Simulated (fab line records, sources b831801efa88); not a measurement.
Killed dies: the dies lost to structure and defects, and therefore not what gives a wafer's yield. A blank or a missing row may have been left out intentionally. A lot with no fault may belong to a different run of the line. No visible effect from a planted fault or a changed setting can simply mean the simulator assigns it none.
Chamber matching	flow gf180mcu	GF_V1_CMP_26 on cmp-01 has 4 sister chambers
The step polishes, stops on SiO2, t overpolish 15 s, target thk 0 nm. 14 wafers are shown with their chamber, then 7 later ones without.

WAFERS, EACH WITH ITS CHAMBER
wafer	chamber	motor_current_A (A)	overpolish_run_s (s)	time_to_endpoint_s (s)
L804.3	2	12.0	15.004	84
L804.4	0	12.9	14.991	83
L804.6	0	12.7	14.995	79
L809.3	3	9.0	15.008	85
L809.4	2	11.5	14.998	90
L809.6	2	11.0	14.996	90
L811.2	0	13.4	14.987	78
L811.4	1	10.0	14.996	84
L811.6	3	9.3	15.014	83
L813.2	1	9.5	14.993	89
L813.5	0	12.5	14.980	84
L813.6	1	10.2	15.000	87
L814.1	1	9.1	15.012	86
L814.4	2	11.7	14.985	86

SIGNATURES (means of the wafers above)
reading	chamber 0	chamber 1	chamber 2	chamber 3	scatter within a chamber
motor_current_A	12.875	9.700	11.550	9.150	0.42
overpolish_run_s	14.98825	15.00025	14.99575	15.01100	0.00734
time_to_endpoint_s	81.00	86.50	87.50	84.00	2.61
Rule: for a wafer and a chamber, the distance is found by dividing, reading by reading, the gap between the wafer's reading and the chamber's mean by the reading's scatter, squaring, summing and taking the root. The wafer belongs to the nearest chamber; if the next one is less than 2 further off, it can't be placed. The scatter is the square root of a quotient: the sum, over the shown wafers, of each reading's squared deviation from its chamber's mean, divided by wafers minus chambers.

WAFERS WITH NO CHAMBER GIVEN
wafer	motor_current_A (A)	overpolish_run_s (s)	time_to_endpoint_s (s)
L814.6	8.9	15.011	84
L825.1	12.9	15.004	84
L825.5	9.7	15.003	83
L825.6	13.6	15.011	81
L826.1	11.8	14.996	79
L826.2	9.9	15.015	80
L826.4	9.9	14.985	80

CHAMBER TAKEN BY EACH
wafer	from the rows above	in truth
L814.6	can't be placed: 3 or 1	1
L825.1	can't be placed: 0 or 2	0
L825.5	can't be placed: 1 or 3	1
L825.6	0	0
L826.1	can't be placed: 0 or 2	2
L826.2	can't be placed: 3 or 1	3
L826.4	can't be placed: 1 or 3 or 2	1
1 of 7 placed correctly. From these rows, 6 cannot be placed; in 6 the true chamber is one of the candidates. Wrongly placed: 0.
